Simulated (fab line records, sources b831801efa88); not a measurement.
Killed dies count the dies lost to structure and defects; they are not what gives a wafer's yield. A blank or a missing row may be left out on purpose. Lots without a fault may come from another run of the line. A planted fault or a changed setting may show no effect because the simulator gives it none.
One fault through the eyes of 2 desks :: flow gf180mcu :: every desk sees just its own numbers, and what lay behind them comes last

## FROM THE METROLOGY DESK
Lot by lot, what the gauges showed, no matter which tool ran the lot: averages of those sampled wafers that carry a number. Any lot whose mean is over 4 standard deviations away from the usual mean is out of limits and marked OUT; that distance is given in the brackets.
Columns: A = M3_ALCU_THK at GF_M3_THK_MEAS_06, usual 453 nm; B = cd nm at GF_V3_CD_MEAS_14, usual 259.7 nm; C = V3_W_RS at GF_V3_RS_MEAS_24, usual 0.326 ohm/sq; D = V3_W_THK at GF_V3_THK_MEAS_25, usual 356 nm
lot: L994
first seen here: day 21 02:52
A: 452
B: 258.7
C: 0.331
D: 348

lot: L995
first seen here: day 21 07:10
A: 451
B: 257.8
C: 0.321
D: 360

lot: L996
first seen here: day 21 20:01
A: 446
B: 258.2
C: 0.326
D: 360

lot: L997
first seen here: day 22 06:34
A: 446
B: 259.0
C: 0.322
D: 361

lot: L999
first seen here: day 22 21:32
A: 454
B: 260.9
C: 0.328
D: 345

lot: L103
first seen here: day 24 08:01
A: 463
B: 257.4
C: 0.331
D: 348

lot: L104
first seen here: day 24 14:38
A: 460
B: 260.6
C: 0.327
D: 358

lot: L106
first seen here: day 25 09:25
A: 457
B: 260.4
C: 0.334
D: 344

lot: L110
first seen here: day 26 13:44
A: 457
B: 261.4
C: 0.377 (+7.2) OUT
D: 322

lot: L111
first seen here: day 27 08:40
A: 449
B: 258.4
C: 0.413 (+12) OUT
D: 304 (-5.6) OUT

lot: L114
first seen here: day 27 16:31
A: 449
B: 260.2
C: 0.318
D: 370

lot: L115
first seen here: day 28 04:30
A: 456
B: 260.7
C: 0.320
D: 368
This desk's finding: out of limits on L110, L111; first on L110, day 28 08:02 (V3_W_RS at GF_V3_RS_MEAS_24). In limits: L994, L995, L996, L997, L999, L103, L104, L106, L114, L115.

## AT THE TOOL OWNER'S DESK: cvd w-02
The tool's own readings at GF_V3_CVD_23 (deposits W, target thk 350 nm, time 104.9 s): means of the sampled wafers that have a number, for each lot that ran on this tool. Any lot whose mean is over 4 standard deviations away from the usual mean is out of limits and marked OUT; that distance is given in the brackets.
Columns: A = heater power w at GF_V3_CVD_23, usual 816 W
lot: L994
first seen here: day 23 03:33
A: 882

lot: L999
first seen here: day 24 18:50
A: 910

lot: L103
first seen here: day 26 04:26
A: 898

lot: L106
first seen here: day 27 06:18
A: 906

lot: L110
first seen here: day 28 07:55
A: 905

lot: L111
first seen here: day 29 02:29
A: 887
Result from this desk: across the 6 lots, nothing is out of limits.

## ALL TOGETHER
The metrology desk could have raised an alarm at day 28 08:02, on L110, L111.
The desk of the tool owner found nothing out of limits.
Tool owner's desk: L110, L111 on record, inside its limits.
GF_V3_CVD_23 was run on cvd w-02 by each of the lots named.

## WHAT THE SIMULATOR HAD PUT IN
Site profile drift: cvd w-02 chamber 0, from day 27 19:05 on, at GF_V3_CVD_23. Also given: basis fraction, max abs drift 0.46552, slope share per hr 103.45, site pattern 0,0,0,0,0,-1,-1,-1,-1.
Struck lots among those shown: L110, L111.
Time in hours between the start of the fault and the first out-of-limits reading at each desk: metrology desk, 13.
